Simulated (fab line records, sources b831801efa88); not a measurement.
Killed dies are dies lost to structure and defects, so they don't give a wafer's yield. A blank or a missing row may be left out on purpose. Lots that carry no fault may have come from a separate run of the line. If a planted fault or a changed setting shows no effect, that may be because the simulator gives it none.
A struck lot beside a sound one + flow gf180mcu + 17 out of 602 route steps
Sound: these wafers, L885.4, L885.5, L885.6. Struck: wafer L890.1 (L890.2, L890.3, from the same lot, were not struck and are left out); the cause is given at the end.
Per side, at each step with rows, come the tool, then ch with its chambers, and then its first start. Under that, the readings that differ: sound wafers + struck wafers + difference of the means + sigmas: that difference in standard deviations of wafers without a fault.
alike: readings whose means differ by less than 2 such deviations, and words and numbers that are the same on both sides. not compared: withheld readings, readings that some wafer has no value for, bounds like >300 that may hide the same value, and numbers for which the record gives no deviation and whose values overlap.
A row with sigmas, a row that says differs or no value, or rows on one side alone: a step with any of these is where the two part. Numbers that have no deviation but don't overlap get no sigmas and don't part them. A reading missing from all wafers of one side parts the sides only when that side holds two or more wafers.

first, 1 step without rows for these wafers: GF_STI_DEVELOP_11 (develop time 60 s).
GF_STI_CD_MEAS_12: the cd target is 220 nm.
  sound: cdSem-01 at day 2 05:56; struck: cdSem-02 at day 3 07:58
  alike: cdNm
GF_STI_ETCH_13: etches the open film in CHF3/O2, stops on Si, target depth 282.31 nm, time 112.9 s.
  sound on rieDiel-03 ch 0,1,2, day 2 06:02; struck on rieDiel-04 ch 1, day 3 08:05
| reading             | sound | struck | difference                   | sigmas |
|---------------------|-------|--------|------------------------------|--------|
| rfHoursCounterH (h) | - - - | 10     | no value on the sound wafers |        |
  alike: drypumpMotorCurrentA, oesProductAu, rfFwdPowerW, throttleValvePct
GF_STI_ETCH_14: etches Si in HBr/Cl2/O2, target depth 360 nm, time 102.9 s.
  sound on rieSi-02 ch 1,2,3, day 2 06:04; struck on rieSi-01 ch 1, day 3 08:10
| reading             | sound             | struck | difference | sigmas |
|---------------------|-------------------|--------|------------|--------|
| oesProductAu (a.u.) | 1.032 1.014 1.005 | 0.992  | -0.025     | -2     |
  alike: drypumpMotorCurrentA, rfFwdPowerW, throttleValvePct
  not compared: rfHoursCounterH
GF_STI_STRIP_15: strips in O2/N2.
  sound on plasmaAsher-01 ch 0,1, day 2 06:11; struck on plasmaAsher-04 ch 1, day 3 08:14
| reading                  | sound       | struck | difference                   | sigmas |
|--------------------------|-------------|--------|------------------------------|--------|
| drypumpMotorCurrentA (A) | 6.5 6.3 6.5 | 4.8    | -1.6                         | -3     |
| rfHoursCounterH (h)      | - - -       | 36     | no value on the sound wafers |        |
  alike: heaterPowerW, oesProductAu, stripTimeToEndpointS
then, 6 steps without rows for these wafers: GF_STI_CLEAN_16 (cleans in dHF, time 25 s); GF_STI_WET_ETCH_17 (etches Si3N4 in H3PO4, target depth 45 nm, time 514 s); GF_STI_CLEAN_18 (cleans in SC1/SC2, time 150 s); GF_STI_CLEAN_19 (cleans in dHF, time 20 s); GF_STI_WET_ETCH_20 (etches SiO2 in dHF, target depth 20 nm, time 400 s); GF_STI_OXIDATION_21 (stabilise 600 s, purge 300 s, target thk 15 nm).
GF_STI_THK_MEAS_22:
  sound: filmMetro-01 at day 2 07:46; struck: filmMetro-03 at day 3 10:07
  alike: STI_OXIDATION_01_THK
GF_STI_CVD_23: deposits SiO2, target thk 650 nm, time 108.3 s.
  sound on hdpcvd-02 ch 0,1,2, day 2 07:50; struck on hdpcvd-02 ch 0, day 3 10:11
| reading                             | sound             | struck | difference | sigmas |
|-------------------------------------|-------------------|--------|------------|--------|
| model.SiO2_of_STI_CVD_23.thkNm (nm) | 652.5 657.9 652.3 | 1230   | +576       |        |
GF_STI_THK_MEAS_24:
  sound: filmMetro-03 at day 2 07:55; struck: filmMetro-01 at day 3 10:15
| reading             | sound       | struck | difference | sigmas |
|---------------------|-------------|--------|------------|--------|
| STI_CVD_23_THK (nm) | 653 658 652 | 1229   | +575       | +79    |
GF_STI_CMP_25: polishes, stops on Si3N4, t overpolish 33 s, target thk 524.6 nm.
  sound on cmp-01 ch 0,2,3, day 2 08:02; struck on cmp-01 ch 1, day 3 10:19
| reading             | sound       | struck | difference | sigmas |
|---------------------|-------------|--------|------------|--------|
| timeToEndpointS (s) | 119 125 131 | 241    | +116       | +27    |
  alike: motorCurrentA, slurryFilterDpKPa
then, 2 steps without rows for these wafers: GF_STI_WET_ETCH_26 (etches SiO2 in dHF, target depth 94 nm, time 188 s); GF_PASSIVATION_PROBE_99.

## WHERE THEY PART
At GF_STI_ETCH_13 first; at GF_STI_CMP_25 last (within this record only).

WHY: what the simulator had put in
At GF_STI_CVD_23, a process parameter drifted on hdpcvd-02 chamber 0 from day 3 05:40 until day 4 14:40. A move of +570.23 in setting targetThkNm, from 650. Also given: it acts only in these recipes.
